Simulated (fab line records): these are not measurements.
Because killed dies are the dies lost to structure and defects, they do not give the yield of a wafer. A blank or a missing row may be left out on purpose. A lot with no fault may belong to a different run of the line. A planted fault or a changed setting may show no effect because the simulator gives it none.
fab line records -- flow sky130
[record] lots = 12, wafers = 36, lastDay = 50
route steps=708 shown POLY_GATE@236 LDD_P@265 LDD_HVP@285 LDD_LDN@299 PAD_OPEN@708
lots with no fault: from the same line, run without faults
startH: the number of hours between the record's first day and the start of the first shown wafer of the lot -- waitH: time in hours since the lot's previous step -- " same as the row above -- L1.1+2: one row covering several wafers at once -- - no value, or no start was given -- * or withheld: withheld -- < > ~ a bound
route shown NAME@n: names a module that has steps shown in the file, with the first one's number in the route -- usual: average and standard deviation across the fault-free wafers -- same: alike in all rows -- chamber/n: place in a boat -- sites: the reading at each site -- _std_site: the values' standard deviation -- _edge_site: inner sites' mean taken away from outer sites' mean -- radiusMm: how far each site lies from the wafer's centre -- mask NAME#n: copy n -- behind: tool/chamber where the wafer was last shaped -- hold: the reason the lot was held/the length of the hold in hours/how it ended -- device: the n, p or np transistor that did not switch -- end of line: the same wafers' tests at the end of the route -- a step given without rows: its recipe and nothing more -- killed: dies lost to structure and defects at the first sort, not the wafer's yield -- map: a wafer's dies, marking killed ones x, the rest . and places with no die _
set.NAME: the run value of the setting; set.NAME@STEP: its run value at that earlier step -- model.NAME: the simulator's own value behind a step, which no gauge read
route steps across a sampled set of lots; one table per step, one row per wafer
services: from which hour (startH, from the record's first day; less than 0 if before it) a tool's chamber was out of use, for how many hours, and why
[[steps]]
[step SKY_POLY_GATE_CD_MEAS_22]
[usual] cdNm = 149.6/2
lot.wafer,tool,chamber,startH,waitH,cdNm
L992.1,cdSem-01,-,380.64,0.1,151.1
L992.3,cdSem-01,-,380.64,0.1,151.8
L992.5,cdSem-01,-,380.64,0.1,150.6
L994.1,cdSem-01,-,398.42,0.1,146.6
L994.3,cdSem-01,-,398.42,0.1,148.9
L994.5,cdSem-01,-,398.42,0.1,149.5
L993.3,cdSem-01,-,401.07,0.1,149.5
L993.4,cdSem-01,-,401.07,0.1,150.3
L993.5,cdSem-01,-,401.07,0.1,149.2
L995.2,cdSem-02,-,410.82,0.1,148.5
L995.3,cdSem-02,-,410.82,0.1,150.9
L995.5,cdSem-02,-,410.82,0.1,149.3
L998.4,cdSem-02,-,437.70,0.1,147.8
L998.5,cdSem-02,-,437.70,0.1,150.3
L998.6,cdSem-02,-,437.70,0.1,148.5
L999.2,cdSem-01,-,446.36,0.1,148.0
L999.3,cdSem-01,-,446.36,0.1,148.4
L999.4,cdSem-01,-,446.36,0.1,150.3
L100.2,cdSem-02,-,447.46,0.1,149.0
L100.4,cdSem-02,-,447.46,0.1,151.3
L100.5,cdSem-02,-,447.46,0.1,149.9
L102.3,cdSem-01,-,465.84,0.1,149.9
L102.4,cdSem-01,-,465.84,0.1,148.3
L102.6,cdSem-01,-,465.84,0.1,147.5
L104.1,cdSem-01,-,480.77,0.1,149.9
L104.4,cdSem-01,-,480.77,0.1,150.1
L104.5,cdSem-01,-,480.77,0.1,147.6
L106.3,cdSem-01,-,495.61,0.1,149.9
L106.4,cdSem-01,-,495.61,0.1,149.7
L106.6,cdSem-01,-,495.61,0.1,149.6
L108.3,cdSem-02,-,509.79,0.1,148.6
L108.4,cdSem-02,-,509.79,0.1,149.7
L108.5,cdSem-02,-,509.79,0.1,149.5
L113.1,cdSem-01,-,554.87,0.1,147.6
L113.5,cdSem-01,-,554.87,0.1,148.2
L113.6,cdSem-01,-,554.87,0.1,145.1
[step SKY_LDD_P_STRIP_10]
[recipe] chemistry = O2/N2, powerW = 1400, pressureMtorr = 1500, platenTempC = withheld, o2FlowSccm = 3000, n2FlowSccm = 300, overashFraction = 0.5
[usual] drypumpMotorCurrentA = 5.5/0.64, oesProductAu = 0.715/0.0044, stripTimeToEndpointS = 14.18/0.04
lot.wafer,tool,chamber,startH,waitH,drypumpMotorCurrentA,oesProductAu,rfHoursCounterH,stripTimeToEndpointS
L992.1,plasmaAsher-01,1,442.10,0.1,5.2,0.725,76,14.18
L992.3,plasmaAsher-01,1,442.10,0.1,5.2,0.717,-,14.20
L992.5,plasmaAsher-01,0,442.10,0.1,4.8,0.720,-,14.15
L994.1,plasmaAsher-04,1,461.66,0.1,6.7,0.713,3,14.22
L994.3,plasmaAsher-04,0,461.66,0.1,5.1,0.710,-,14.18
L994.5,plasmaAsher-04,1,461.66,0.1,6.7,0.711,-,14.17
L993.3,plasmaAsher-04,0,465.30,0.1,5.1,0.717,-,14.20
L993.4,plasmaAsher-04,1,465.30,0.1,6.7,0.718,-,14.23
L993.5,plasmaAsher-04,1,465.30,0.1,6.7,0.710,-,14.18
L995.2,plasmaAsher-01,1,475.44,0.1,5.2,0.717,80,14.16
L995.3,plasmaAsher-01,1,475.44,0.1,5.2,0.708,-,14.22
L995.5,plasmaAsher-01,1,475.44,0.1,5.2,0.715,-,14.19
L998.4,plasmaAsher-04,1,500.94,0.1,6.7,0.713,-,14.12
L998.5,plasmaAsher-04,1,500.94,0.1,6.7,0.716,-,14.12
L998.6,plasmaAsher-04,0,500.94,0.1,5.2,0.719,-,14.15
L999.2,plasmaAsher-04,1,508.60,0.1,6.7,0.716,8,14.21
L999.3,plasmaAsher-04,0,508.60,0.1,5.1,0.720,-,14.18
L999.4,plasmaAsher-04,1,508.60,0.1,6.7,0.717,-,14.22
L100.2,plasmaAsher-01,1,509.31,0.1,5.2,0.716,83,14.17
L100.4,plasmaAsher-01,1,509.31,0.1,5.2,0.716,-,14.25
L100.5,plasmaAsher-01,1,509.31,0.1,5.2,0.715,-,14.18
L102.3,plasmaAsher-01,1,527.77,0.1,5.2,0.718,-,14.13
L102.4,plasmaAsher-01,0,527.77,0.1,4.8,0.713,-,14.13
L102.6,plasmaAsher-01,0,527.77,0.1,4.9,0.711,-,14.17
L104.1,plasmaAsher-03,1,543.70,0.1,5.3,0.715,40,14.22
L104.4,plasmaAsher-03,0,543.70,0.1,6.2,0.709,-,14.21
L104.5,plasmaAsher-03,1,543.70,0.1,5.3,0.721,-,14.22
L106.3,plasmaAsher-03,0,557.30,0.1,6.1,0.715,-,14.17
L106.4,plasmaAsher-03,1,557.30,0.1,5.2,0.721,-,14.19
L106.6,plasmaAsher-03,0,557.30,0.1,6.2,0.725,-,14.23
L108.3,plasmaAsher-01,0,570.69,0.1,4.9,0.723,-,14.17
L108.4,plasmaAsher-01,1,570.69,0.1,5.2,0.725,-,14.18
L108.5,plasmaAsher-01,1,570.69,0.1,5.2,0.721,-,14.16
L113.1,plasmaAsher-03,1,614.65,0.1,5.3,0.721,47,14.19
L113.5,plasmaAsher-03,0,614.65,0.1,6.2,0.713,-,14.20
L113.6,plasmaAsher-03,1,614.65,0.1,5.3,0.712,-,14.21
[step SKY_LDD_HVP_OVL_MEAS_07]
[usual] LDD_HVP_OVL = -0.2/1.4
lot.wafer,tool,chamber,startH,waitH,LDD_HVP_OVL[nm]
L992.1,overlay-02,-,502.95,0.1,-0.5
L992.3,overlay-02,-,502.95,0.1,-0.1
L992.5,overlay-02,-,502.95,0.1,0.0
L994.1,overlay-02,-,522.56,0.1,-1.7
L994.3,overlay-02,-,522.56,0.1,-2.2
L994.5,overlay-02,-,522.56,0.1,-0.1
L993.3,overlay-01,-,526.31,0.1,-0.9
L993.4,overlay-01,-,526.31,0.1,-0.9
L993.5,overlay-01,-,526.31,0.1,0.9
L995.2,overlay-01,-,536.05,0.1,1.3
L995.3,overlay-01,-,536.05,0.1,0.9
L995.5,overlay-01,-,536.05,0.1,1.2
L998.4,overlay-02,-,560.79,0.1,-0.9
L998.5,overlay-02,-,560.79,0.1,-0.8
L998.6,overlay-02,-,560.79,0.1,-1.2
L999.2,overlay-02,-,568.72,0.1,0.8
L999.3,overlay-02,-,568.72,0.1,-1.3
L999.4,overlay-02,-,568.72,0.1,-0.6
L100.2,overlay-02,-,569.67,0.1,0.1
L100.4,overlay-02,-,569.67,0.1,-0.8
L100.5,overlay-02,-,569.67,0.1,-1.4
L102.3,overlay-01,-,587.03,0.1,0.6
L102.4,overlay-01,-,587.03,0.1,0.0
L102.6,overlay-01,-,587.03,0.1,-0.6
L104.1,overlay-02,-,602.30,0.1,3.5
L104.4,overlay-02,-,602.30,0.1,0.4
L104.5,overlay-02,-,602.30,0.1,2.7
L106.3,overlay-02,-,615.57,0.1,-1.3
L106.4,overlay-02,-,615.57,0.1,-1.2
L106.6,overlay-02,-,615.57,0.1,0.7
L108.3,overlay-01,-,628.78,0.1,-2.0
L108.4,overlay-01,-,628.78,0.1,-3.0
L108.5,overlay-01,-,628.78,0.1,-0.7
L113.1,overlay-01,-,672.06,0.1,-1.0
L113.5,overlay-01,-,672.06,0.1,-2.2
L113.6,overlay-01,-,672.06,0.1,-2.2
[step SKY_LDD_LDN_IMPLANT_10]
[recipe] species = As, energyKev = 15, doseCm2 = 1.25e+13, tiltDeg = withheld, rotationDeg = 203
[usual] doseIonsCm2 = 1.2502e+13/1.5e+10, faradayCurrentUA = 70.7/1.4
[same] implantIonAmu = 75
lot.wafer,tool,chamber,startH,waitH,doseIonsCm2,faradayCurrentUA
L992.1,implanter-01,0,533.22,0.1,1.2481e+13,69.5
L992.3,implanter-01,0,533.22,0.1,1.2498e+13,71.4
L992.5,implanter-01,0,533.22,0.1,1.2493e+13,70.9
L994.1,implanter-01,0,553.12,0.1,1.2521e+13,69.2
L994.3,implanter-01,0,553.12,0.1,1.2496e+13,70.9
L994.5,implanter-01,0,553.12,0.1,1.2523e+13,71.3
L993.3,implanter-01,0,557.00,0.1,1.2523e+13,69.6
L993.4,implanter-01,0,557.00,0.1,1.2504e+13,70.0
L993.5,implanter-01,0,557.00,0.1,1.2491e+13,71.5
L995.2,implanter-01,0,566.49,0.1,1.2496e+13,71.8
L995.3,implanter-01,0,566.49,0.1,1.2479e+13,69.9
L995.5,implanter-01,0,566.49,0.1,1.2505e+13,68.8
L998.4,implanter-02,0,590.53,0.1,1.2513e+13,70.5
L998.5,implanter-02,0,590.53,0.1,1.2511e+13,68.7
L998.6,implanter-02,0,590.53,0.1,1.2506e+13,70.4
L999.2,implanter-02,0,598.39,0.1,1.2484e+13,71.8
L999.3,implanter-02,0,598.39,0.1,1.2513e+13,68.2
L999.4,implanter-02,0,598.39,0.1,1.2501e+13,69.6
L100.2,implanter-02,0,599.68,0.1,1.2504e+13,68.9
L100.4,implanter-02,0,599.68,0.1,1.2505e+13,72.4
L100.5,implanter-02,0,599.68,0.1,1.2517e+13,71.1
L102.3,implanter-04,0,615.93,0.1,1.2511e+13,71.6
L102.4,implanter-04,0,615.93,0.1,1.2506e+13,70.5
L102.6,implanter-04,0,615.93,0.1,1.2503e+13,72.8
L104.1,implanter-02,0,632.02,0.1,1.2505e+13,71.2
L104.4,implanter-02,0,632.02,0.1,1.2507e+13,70.1
L104.5,implanter-02,0,632.02,0.1,1.2498e+13,70.7
L106.3,implanter-02,0,645.80,0.1,6.927e+12,39.0
L106.4,implanter-02,0,645.80,0.1,6.923e+12,38.9
L106.6,implanter-02,0,645.80,0.1,6.945e+12,39.2
L108.3,implanter-02,0,657.62,0.1,6.979e+12,39.5
L108.4,implanter-02,0,657.62,0.1,6.955e+12,39.0
L108.5,implanter-02,0,657.62,0.1,6.959e+12,39.9
L113.1,implanter-04,0,701.00,0.1,1.2518e+13,69.0
L113.5,implanter-04,0,701.00,0.1,1.2536e+13,69.0
L113.6,implanter-04,0,701.00,0.1,1.2517e+13,72.8
[step SKY_LDD_LDN_TW_MEAS_13]
[usual] LDD_LDN_TW = 1485/12
lot.wafer,tool,chamber,startH,waitH,LDD_LDN_TW
L992.1,filmMetro-04,-,533.62,0.1,1497
L992.3,filmMetro-04,-,533.62,0.1,1507
L992.5,filmMetro-04,-,533.62,0.1,1496
L994.1,filmMetro-01,-,553.52,0.1,1475
L994.3,filmMetro-01,-,553.52,0.1,1478
L994.5,filmMetro-01,-,553.52,0.1,1479
L993.3,filmMetro-01,-,557.37,0.1,1477
L993.4,filmMetro-01,-,557.37,0.1,1474
L993.5,filmMetro-01,-,557.37,0.1,1469
L995.2,filmMetro-02,-,566.88,0.1,1486
L995.3,filmMetro-02,-,566.88,0.1,1493
L995.5,filmMetro-02,-,566.88,0.1,1490
L998.4,filmMetro-04,-,590.88,0.1,1510
L998.5,filmMetro-04,-,590.88,0.1,1512
L998.6,filmMetro-04,-,590.88,0.1,1510
L999.2,filmMetro-02,-,598.78,0.1,1487
L999.3,filmMetro-02,-,598.78,0.1,1490
L999.4,filmMetro-02,-,598.78,0.1,1485
L100.2,filmMetro-02,-,600.06,0.1,1474
L100.4,filmMetro-02,-,600.06,0.1,1492
L100.5,filmMetro-02,-,600.06,0.1,1486
L102.3,filmMetro-02,-,616.30,0.1,1490
L102.4,filmMetro-02,-,616.30,0.1,1487
L102.6,filmMetro-02,-,616.30,0.1,1480
L104.1,filmMetro-02,-,632.42,0.1,1481
L104.4,filmMetro-02,-,632.42,0.1,1483
L104.5,filmMetro-02,-,632.42,0.1,1482
L106.3,filmMetro-04,-,646.17,0.1,1441
L106.4,filmMetro-04,-,646.17,0.1,1441
L106.6,filmMetro-04,-,646.17,0.1,1447
L108.3,filmMetro-01,-,657.99,0.1,1428
L108.4,filmMetro-01,-,657.99,0.1,1424
L108.5,filmMetro-01,-,657.99,0.1,1426
L113.1,filmMetro-02,-,701.40,0.1,1499
L113.5,filmMetro-02,-,701.40,0.1,1495
L113.6,filmMetro-02,-,701.40,0.1,1487
[step SKY_PAD_OPEN_PROBE_99]
[usual] killed_at_M0_to_M3 = 44/7.4, killed_at_M4_up = 3.1/1.8, killedAtContacts = 24/5.6, killedAtFrontEnd = 15/4.9, killedAtOther = 0.4/0.59, killedDies = 87/9.8, killedOpen = 47/7.2, killedShort = 39/6.8
[same] grossDies = 492, killedAtBackSide = 0
lot.wafer,tool,chamber,startH,waitH,killed_at_M0_to_M3,killed_at_M4_up,killedAtContacts,killedAtFrontEnd,killedAtOther,killedDies,killedOpen,killedShort
L993.3,prober-02,-,1097.40,0.2,46,4,24,16,0,90,47,43
L993.4,prober-02,-,1097.45,0.2,50,5,11,19,0,85,46,38
L993.5,prober-02,-,1097.50,0.2,40,3,30,24,0,97,44,50
L998.4,prober-01,-,1120.74,0.2,41,4,19,21,1,86,38,48
L998.5,prober-01,-,1120.79,0.2,31,1,18,11,0,61,30,31
L998.6,prober-01,-,1120.84,0.2,43,5,13,10,0,71,34,37
L999.2,prober-02,-,1126.00,0.1,55,3,20,23,0,101,67,33
L999.3,prober-02,-,1126.05,0.2,51,4,21,15,0,91,36,52
L999.4,prober-02,-,1126.10,0.2,47,2,16,18,0,83,49,34
L100.2,prober-01,-,1128.29,0.1,44,4,36,16,0,100,55,45
L100.4,prober-01,-,1128.39,0.2,44,1,22,23,1,91,44,46
L100.5,prober-01,-,1128.44,0.2,46,3,25,15,1,90,45,45
L102.3,prober-01,-,1137.50,0.2,42,4,31,14,1,92,41,50
L102.4,prober-01,-,1137.55,0.2,35,5,27,11,0,78,44,34
L102.6,prober-01,-,1137.65,0.2,52,2,21,9,1,85,50,33
// killed by level:class
L993.3 LI_CONTACT:geometricParticle:open=8 CONTACT:geometricParticle:open=8 VIA1:geometricParticle:open=7 FIELD_ISO:geometricParticle:open=6 METAL1:geometricParticle:short=6 VIA3:geometricParticle:open=6 METAL2:geometricParticle:short=5 VIA3:geometricParticle:short=5
L993.4 VIA1:geometricParticle:open=11 METAL1:geometricParticle:short=10 VIA3:geometricParticle:open=10 METAL2:geometricParticle:short=9 POLY_GATE:geometricParticle:open=6 LI_CONTACT:geometricParticle:open=5 CONTACT:geometricParticle:open=4 FIELD_ISO:geometricParticle:short=3
L993.5 LI_CONTACT:geometricParticle:open=13 POLY_GATE:geometricParticle:short=10 VIA1:geometricParticle:open=6 VIA2:geometricParticle:open=6 LOCAL_INTERCONNECT:geometricParticle:short=5 CONTACT:geometricParticle:open=5 METAL1:geometricParticle:short=5 METAL3:geometricParticle:short=5
L998.4 VIA1:geometricParticle:open=12 METAL1:geometricParticle:short=9 POLY_GATE:geometricParticle:short=6 LI_CONTACT:geometricParticle:open=6 CONTACT:geometricParticle:open=6 METAL2:geometricParticle:short=5 VIA2:geometricParticle:open=5 FIELD_ISO:geometricParticle:open=4
L998.5 CONTACT:geometricParticle:open=8 METAL2:geometricParticle:short=8 FIELD_ISO:geometricParticle:open=4 METAL1:geometricParticle:short=4 VIA1:geometricParticle:short=4 VIA2:geometricParticle:open=4 CONTACT:geometricParticle:short=3 VIA1:geometricParticle:open=3
L998.6 METAL1:geometricParticle:short=12 CONTACT:geometricParticle:open=7 VIA1:geometricParticle:open=7 METAL2:geometricParticle:short=7 VIA2:geometricParticle:short=5 LI_CONTACT:geometricParticle:open=4 VIA1:geometricParticle:short=4 FIELD_ISO:geometricParticle:short=3
L999.2 VIA1:geometricParticle:open=14 VIA2:geometricParticle:open=13 VIA3:geometricParticle:open=9 POLY_GATE:geometricParticle:open=8 LI_CONTACT:geometricParticle:open=7 CONTACT:geometricParticle:open=7 POLY_GATE:geometricParticle:short=5 METAL2:geometricParticle:short=5
L999.3 VIA1:geometricParticle:open=9 VIA1:geometricParticle:short=8 POLY_GATE:geometricParticle:short=6 LOCAL_INTERCONNECT:geometricParticle:short=6 CONTACT:geometricParticle:open=6 METAL1:geometricParticle:short=5 METAL2:geometricParticle:short=5 POLY_GATE:geometricParticle:open=4
L999.4 VIA2:geometricParticle:open=14 VIA1:geometricParticle:open=10 LI_CONTACT:geometricParticle:open=6 POLY_GATE:geometricParticle:short=5 FIELD_ISO:geometricParticle:short=4 FIELD_ISO:geometricParticle:open=4 LOCAL_INTERCONNECT:geometricParticle:short=4 VIA1:geometricParticle:short=4
L100.2 CONTACT:geometricParticle:open=19 VIA1:geometricParticle:open=11 VIA1:geometricParticle:short=8 POLY_GATE:geometricParticle:short=7 VIA2:geometricParticle:open=7 LOCAL_INTERCONNECT:geometricParticle:short=6 CONTACT:geometricParticle:short=5 POLY_GATE:geometricParticle:open=4
L100.4 LI_CONTACT:geometricParticle:open=11 VIA3:geometricParticle:open=7 VIA1:geometricParticle:open=7 METAL2:geometricParticle:short=7 FIELD_ISO:geometricParticle:short=6 CONTACT:geometricParticle:short=5 VIA1:geometricParticle:short=5 VIA3:geometricParticle:short=5
L100.5 CONTACT:geometricParticle:open=7 VIA1:geometricParticle:short=7 METAL3:geometricParticle:open=6 CONTACT:geometricParticle:short=6 VIA1:geometricParticle:open=6 VIA2:geometricParticle:open=6 POLY_GATE:geometricParticle:open=5 LI_CONTACT:geometricParticle:short=5
L102.3 CONTACT:geometricParticle:open=10 CONTACT:geometricParticle:short=9 METAL1:geometricParticle:short=8 VIA1:geometricParticle:open=8 VIA3:geometricParticle:open=6 LI_CONTACT:geometricParticle:open=5 VIA2:geometricParticle:open=5 FIELD_ISO:geometricParticle:short=4
L102.4 VIA1:geometricParticle:open=9 LOCAL_INTERCONNECT:geometricParticle:short=8 CONTACT:geometricParticle:open=8 VIA3:geometricParticle:open=8 VIA2:geometricParticle:open=6 CONTACT:geometricParticle:short=5 LI_CONTACT:geometricParticle:open=4 METAL2:geometricParticle:short=3
L102.6 VIA1:geometricParticle:open=16 LI_CONTACT:geometricParticle:open=8 VIA2:geometricParticle:open=8 VIA3:geometricParticle:open=7 CONTACT:geometricParticle:open=6 METAL1:geometricParticle:short=6 VIA2:geometricParticle:short=6 FIELD_ISO:geometricParticle:short=4
[[services]]
tool,chamber,startH,hours,kind
plasmaAsher-04,-,421.81,9.0,pm
plasmaAsher-04,0,421.81,9.0,ventCycle
plasmaAsher-04,1,421.81,9.0,ventCycle
implanter-04,-,422.33,18.5,pm
plasmaAsher-01,-,425.82,0.6,repair
plasmaAsher-04,0,430.81,-,clean
implanter-01,-,437.03,16.9,repair
implanter-04,-,440.84,11.3,pm
plasmaAsher-03,-,454.38,14.6,pm
plasmaAsher-04,-,470.35,1.4,repair
implanter-02,-,473.52,0.9,repair
implanter-04,-,487.50,3.2,repair
plasmaAsher-01,-,504.77,2.8,pm
implanter-04,-,516.53,5.6,repair
implanter-01,-,542.31,5.9,repair
plasmaAsher-04,-,546.17,2.8,pm
implanter-04,-,552.69,2.6,pm
plasmaAsher-04,-,574.57,0.7,repair
plasmaAsher-01,-,598.51,3.1,repair
implanter-04,-,605.02,1.7,repair
implanter-04,-,628.67,1.3,repair
implanter-04,-,663.49,6.6,pm
implanter-02,-,688.15,0.7,repair
plasmaAsher-04,-,692.04,1.3,repair
[[key]]
[firstSign] step = SKY_LDD_LDN_IMPLANT_10, reading = doseIonsCm2, direction = down, sigmas = 99+, usual = *, struck = *
[effect] step = SKY_LDD_LDN_IMPLANT_10, reading = faradayCurrentUA, direction = down, sigmas = 23, usual = 70.7, struck = 39.3
[effect] step = SKY_LDD_LDN_TW_MEAS_13, reading = LDD_LDN_TW, direction = down, sigmas = 4.4, usual = 1485, struck = 1434
metAt SKY_LDD_LDN_IMPLANT_10
struckLots L106,L108
testerLeftOut L106,L108
notActingAt SKY_POLY_GATE_CD_MEAS_22,SKY_LDD_P_STRIP_10,SKY_LDD_HVP_OVL_MEAS_07
onsetBetween 632.02 645.80
[fault] kind = processParameterDrift, tool = implanter-02, chamber = -, onsetH = 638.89, steps = SKY_LDD_LDN_IMPLANT_10, channel = doseCm2, offset = *, shape = step, endH = 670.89, actsIn = *, stated = *
// testerLeftOut: of these lots the tester's yield and bins aren't shown, on N5 and GAA mostly nor the transistor test; their killed dies are dies lost to structure and defects alone, not to doping, threshold or leakage, so they don't give the yield
